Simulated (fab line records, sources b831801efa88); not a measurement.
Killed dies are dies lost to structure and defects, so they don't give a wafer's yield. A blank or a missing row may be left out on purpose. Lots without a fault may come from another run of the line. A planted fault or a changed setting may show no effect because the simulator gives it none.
fab line records | flow sky130 | part 2 of 2: steps 32 to 32 of 32
record lots=6 wafers=18 last_day=49
route steps=708 shown FIELD_ISO@1 PAD_OPEN@708
lots that met no fault: from a run of the same line without faults
start_h: hours from the record's first day to the start of the lot's first wafer shown | wait_h: hours since the lot's step before | " the same as in the row above | L1.1+2: a row that stands for several wafers | - no value, or no start given | * or withheld: withheld | < > ~ a bound
route shown NAME@n: a module of which the file shows steps, and the number in the route of the first | usual: mean/standard deviation of fault-free wafers | same: alike in all rows | chamber/n: place in a boat | sites: the reading at each site | _std_site: their standard deviation | _edge_site: outer sites' mean less inner sites' | radius_mm: how far each site lies from the wafer's centre | mask NAME#n: copy n | behind: the tool/chamber that last shaped the wafer | hold: why the lot was held/for how many hours/how that ended | device: the transistor (n, p or np) that didn't switch | end of line: the same wafers' tests at the end of the route | a step without rows: its recipe alone | killed: dies lost to structure and defects at the first sort, not the wafer's yield | map: a wafer's dies, x killed, . not, _ none there
set.NAME: the setting as run; set.NAME@STEP: as run at that earlier step | model.NAME: the simulator's own value behind a step, which no gauge read
lots at some steps of the route; a table a step, a row a wafer
services: from which hour (start_h, from the record's first day; less than 0 if before it) a tool's chamber was out of use, for how many hours, and why
## steps
# step SKY_PAD_OPEN_PROBE_99
# usual killed_at_M0_to_M3=44/6.6 killed_at_M4_up=3.4/1.9 killed_at_contacts=25/5.6 killed_at_front_end=15/4.6 killed_at_other=0.3/0.6 killed_dies=88/9.5 killed_on_rim=17/3.8 killed_open=47/7.1 killed_short=40/6.4
# same gross_dies=492 killed_at_back_side=0
# columns lot.wafer tool chamber start_h wait_h killed_at_M0_to_M3 killed_at_M4_up killed_at_contacts killed_at_front_end killed_at_other killed_dies killed_on_rim killed_open killed_short model.etest.pfet_16v.r_on_ohm_um model.etest.sram_nfet_pass.off_log10_a_um model.etest.diode_pdiff_fingers.leak_log10_a_cm2 model.etest.diode_ndiff_fingers.leak_log10_a_cm2 model.etest.sram_nfet_pass.vt_v model.etest.sram_nfet_pass.vt_sat_v
L551.1 prober-02 - 1070.96 0.1 39 2 26 8 2 77 17 35 41 1.478e+04 -12.51 -6.594 -6.761 0.6391 0.5441
L551.2 prober-02 - 1071.01 0.1 42 2 34 14 0 92 25 57 35 1.478e+04 -12.49 -6.628 -6.728 0.6546 0.5574
L551.5 prober-02 - 1071.16 0.2 38 8 27 25 3 101 32 46 53 1.483e+04 -12.86 -6.741 -6.466 0.674 0.5762
L554.2 prober-01 - 1092.97 0.1 53 2 24 17 0 96 15 43 53 1.498e+04 -12.74 -6.82 -6.672 0.6753 0.577
L554.3 prober-01 - 1093.02 0.2 37 1 31 9 0 78 17 38 40 1.54e+04 -12.56 -6.435 -6.561 0.6746 0.574
L554.5 prober-01 - 1093.12 0.2 46 2 22 17 0 87 12 45 42 1.509e+04 -12.39 -6.484 -6.709 0.6418 0.543
L555.2 prober-02 - 1104.76 0.1 53 5 25 8 0 91 19 49 42 1.562e+04 -12.66 -6.672 -6.644 0.6706 0.569
L555.5 prober-02 - 1104.91 0.2 46 5 17 10 0 78 11 38 40 1.548e+04 -12.65 -6.705 -6.827 0.6655 0.563
L555.6 prober-02 - 1104.96 0.2 42 9 19 7 0 77 13 43 34 1.537e+04 -12.88 -6.685 -6.738 0.6776 0.5767
L556.2 prober-01 - 1108.97 0.1 34 4 12 19 0 69 15 33 36 1.58e+04 -13.08 -7.313 -7.021 0.7065 0.6072
L556.3 prober-01 - 1109.02 0.2 41 1 28 16 0 86 17 48 37 1.599e+04 -13.01 -6.799 -6.739 0.6943 0.5877
L556.4 prober-01 - 1109.07 0.2 32 6 19 9 0 66 11 43 23 1.58e+04 -13.1 -6.746 -7.051 0.7155 0.6147
L559.1 prober-02 - 1121.08 0.1 39 5 28 19 0 91 27 48 43 1.579e+04 -13.07 -6.559 -6.865 0.7019 0.6065
L559.2 prober-02 - 1121.13 0.1 34 3 20 13 0 70 16 35 35 1.576e+04 -13.01 -7.155 -6.716 0.6799 0.5888
L559.5 prober-02 - 1121.28 0.2 39 4 25 23 0 91 22 45 46 1.576e+04 -13.15 -7.068 -6.82 0.7058 0.6123
L568.3 prober-01 - 1175.86 0.2 48 7 24 9 0 88 19 41 47 1.513e+04 -12.85 -6.355 -6.828 0.6807 0.5755
L568.5 prober-01 - 1175.96 0.2 47 3 15 19 3 87 20 36 49 1.516e+04 -12.4 -6.524 -6.496 0.6601 0.5563
L568.6 prober-01 - 1176.01 0.2 39 6 24 24 0 93 29 44 49 1.525e+04 -12.52 -6.711 -6.652 0.6654 0.5627
# killed by level:class
L551.1 CONTACT:geometric_particle:open=9 LOCAL_INTERCONNECT:geometric_particle:short=9 VIA1:geometric_particle:open=7 VIA2:geometric_particle:open=7 VIA1:geometric_particle:short=6 POLY_GATE:geometric_particle:short=4 LI_CONTACT:geometric_particle:short=4 METAL1:geometric_particle:open=4
L551.2 CONTACT:geometric_particle:open=17 VIA1:geometric_particle:open=9 VIA2:geometric_particle:open=8 LI_CONTACT:geometric_particle:open=7 METAL1:geometric_particle:short=7 POLY_GATE:geometric_particle:open=6 VIA1:geometric_particle:short=5 CONTACT:geometric_particle:short=4
L551.5 CONTACT:geometric_particle:open=9 VIA1:geometric_particle:open=9 CONTACT:geometric_particle:short=8 FIELD_ISO:geometric_particle:open=7 METAL4:geometric_particle:short=7 FIELD_ISO:geometric_particle:short=6 LI_CONTACT:geometric_particle:open=6 POLY_GATE:geometric_particle:short=5
L554.2 METAL2:geometric_particle:short=11 VIA1:geometric_particle:short=10 VIA1:geometric_particle:open=8 LI_CONTACT:geometric_particle:open=7 VIA2:geometric_particle:open=7 CONTACT:geometric_particle:short=6 FIELD_ISO:geometric_particle:short=5 CONTACT:geometric_particle:open=5
L554.3 CONTACT:geometric_particle:open=10 LOCAL_INTERCONNECT:geometric_particle:short=8 LI_CONTACT:geometric_particle:open=7 METAL2:geometric_particle:short=7 METAL1:geometric_particle:short=6 VIA1:geometric_particle:short=6 VIA3:geometric_particle:open=5 CONTACT:geometric_particle:short=4
L554.5 CONTACT:geometric_particle:open=11 VIA1:geometric_particle:open=9 METAL2:geometric_particle:short=8 METAL1:geometric_particle:short=8 VIA2:geometric_particle:open=6 FIELD_ISO:geometric_particle:short=5 FIELD_ISO:geometric_particle:open=5 CONTACT:geometric_particle:short=4
L555.2 CONTACT:geometric_particle:open=15 VIA1:geometric_particle:open=12 METAL2:geometric_particle:short=11 CONTACT:geometric_particle:short=7 VIA2:geometric_particle:open=6 VIA1:geometric_particle:short=5 VIA3:geometric_particle:open=5 METAL4:geometric_particle:short=5
L555.5 VIA1:geometric_particle:open=10 METAL2:geometric_particle:short=8 VIA2:geometric_particle:open=8 METAL1:geometric_particle:short=6 CONTACT:geometric_particle:open=5 LI_CONTACT:geometric_particle:short=4 METAL3:geometric_particle:short=4 METAL4:geometric_particle:short=4
L555.6 VIA1:geometric_particle:open=12 LI_CONTACT:geometric_particle:open=9 CONTACT:geometric_particle:open=5 METAL2:geometric_particle:short=5 VIA3:geometric_particle:short=5 VIA2:geometric_particle:open=4 VIA2:geometric_particle:short=4 METAL4:geometric_particle:short=4
L556.2 VIA1:geometric_particle:short=7 VIA3:geometric_particle:open=7 POLY_GATE:geometric_particle:short=6 FIELD_ISO:geometric_particle:open=5 POLY_GATE:geometric_particle:open=5 VIA1:geometric_particle:open=5 CONTACT:geometric_particle:short=4 METAL1:geometric_particle:short=4
L556.3 VIA1:geometric_particle:open=15 CONTACT:geometric_particle:open=12 LOCAL_INTERCONNECT:geometric_particle:short=9 METAL2:geometric_particle:short=6 FIELD_ISO:geometric_particle:open=5 POLY_GATE:geometric_particle:short=4 VIA3:geometric_particle:short=4 FIELD_ISO:geometric_particle:short=3
L556.4 LI_CONTACT:geometric_particle:open=9 VIA1:geometric_particle:open=9 VIA2:geometric_particle:open=7 CONTACT:geometric_particle:open=6 VIA1:geometric_particle:short=4 VIA3:geometric_particle:open=4 FIELD_ISO:geometric_particle:short=3 METAL2:geometric_particle:short=3
L559.1 VIA1:geometric_particle:open=15 CONTACT:geometric_particle:open=8 CONTACT:geometric_particle:short=7 FIELD_ISO:geometric_particle:short=6 FIELD_ISO:geometric_particle:open=5 LI_CONTACT:geometric_particle:open=5 METAL1:geometric_particle:short=5 LOCAL_INTERCONNECT:geometric_particle:short=4
L559.2 VIA1:geometric_particle:open=9 LI_CONTACT:geometric_particle:open=9 POLY_GATE:geometric_particle:short=6 METAL2:geometric_particle:short=6 VIA2:geometric_particle:open=6 CONTACT:geometric_particle:open=5 CONTACT:geometric_particle:short=4 FIELD_ISO:geometric_particle:short=3
L559.5 VIA1:geometric_particle:open=10 LI_CONTACT:geometric_particle:open=8 LOCAL_INTERCONNECT:geometric_particle:short=6 VIA2:geometric_particle:open=6 POLY_GATE:geometric_particle:short=5 POLY_GATE:geometric_particle:open=5 VIA1:geometric_particle:short=5 CONTACT:geometric_particle:short=5
L568.3 CONTACT:geometric_particle:open=9 METAL1:geometric_particle:short=8 VIA1:geometric_particle:open=8 METAL4:geometric_particle:short=7 VIA3:geometric_particle:open=7 VIA1:geometric_particle:short=5 METAL2:geometric_particle:short=5 VIA2:geometric_particle:open=5
L568.5 METAL2:geometric_particle:short=8 VIA3:geometric_particle:open=7 METAL1:geometric_particle:short=7 POLY_GATE:geometric_particle:short=6 LI_CONTACT:geometric_particle:open=5 VIA1:geometric_particle:open=5 VIA2:geometric_particle:open=5 VIA1:geometric_particle:short=4
L568.6 CONTACT:geometric_particle:open=10 VIA3:geometric_particle:open=8 FIELD_ISO:geometric_particle:short=6 POLY_CUT:geometric_particle:short=5 METAL1:geometric_particle:short=5 FIELD_ISO:geometric_particle:open=4 LI_CONTACT:geometric_particle:short=4 LOCAL_INTERCONNECT:geometric_particle:short=4
## services
# columns tool chamber start_h hours kind
rie_si-02 - -10.25 0.7 repair
plasma_asher-01 - -5.76 15.6 pm
rie_diel-03 - -4.73 0.6 repair
cmp-01 - -4.05 2.2 repair
rie_si-02 1 9.18 6.7 repair
cmp-02 - 16.17 4.6 pm
cmp-01 - 22.44 0.5 repair
cmp-01 - 24.37 6.5 pm
rie_diel-03 - 25.26 0.4 repair
plasma_asher-02 - 41.51 2.2 repair
rie_si-02 0 41.58 4.1 repair
rie_diel-03 0 54.77 2.3 repair
furnace-02 - 55.28 3.5 pm
rie_diel-04 0 59.94 20.2 repair
cmp-02 - 62.97 5.8 repair
cmp-02 - 68.81 4.0 pm
plasma_asher-02 - 74.16 0.5 repair
rie_diel-04 1 80.04 8.0 repair
rie_diel-03 3 82.90 5.7 repair
rie_diel-03 3 89.61 10.0 repair
rie_diel-02 - 93.25 19.8 repair
rie_diel-03 0 95.42 22.5 repair
cmp-02 - 101.40 2.7 repair
wet_bench-02 - 106.27 1.0 repair
## key
first_sign step=SKY_FIELD_ISO_OXIDATION_01 reading=visit direction=added
effect step=SKY_FIELD_ISO_THK_MEAS_02 reading=FIELD_ISO_OXIDATION_00_THK direction=up sigmas=37 usual=12.06 struck=19.36
model_effect step=SKY_FIELD_ISO_WET_ETCH_29 value=SiO2_of_FIELD_ISO_OXIDATION_01.thk_nm without=11.92 struck=19.04
model_effect step=SKY_PAD_OPEN_PROBE_99 value=etest.pfet_16v.r_on_ohm_um without=1.541e+04 struck=1.582e+04
met_at SKY_FIELD_ISO_OXIDATION_01
struck_wafers L556.2,L556.3,L556.4,L559.1,L559.2,L559.5
tester_left_out L556,L559
fault kind=repeated_step_whole tool=furnace-01,furnace-02 chamber=- onset_h=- steps=SKY_FIELD_ISO_OXIDATION_01 times=1 scope=struck_lots_only
# tester_left_out: of these lots the tester's yield and bins aren't shown, on N5 and GAA mostly nor the transistor test; their killed dies are dies lost to structure and defects alone, not to doping, threshold or leakage, so they don't give the yield
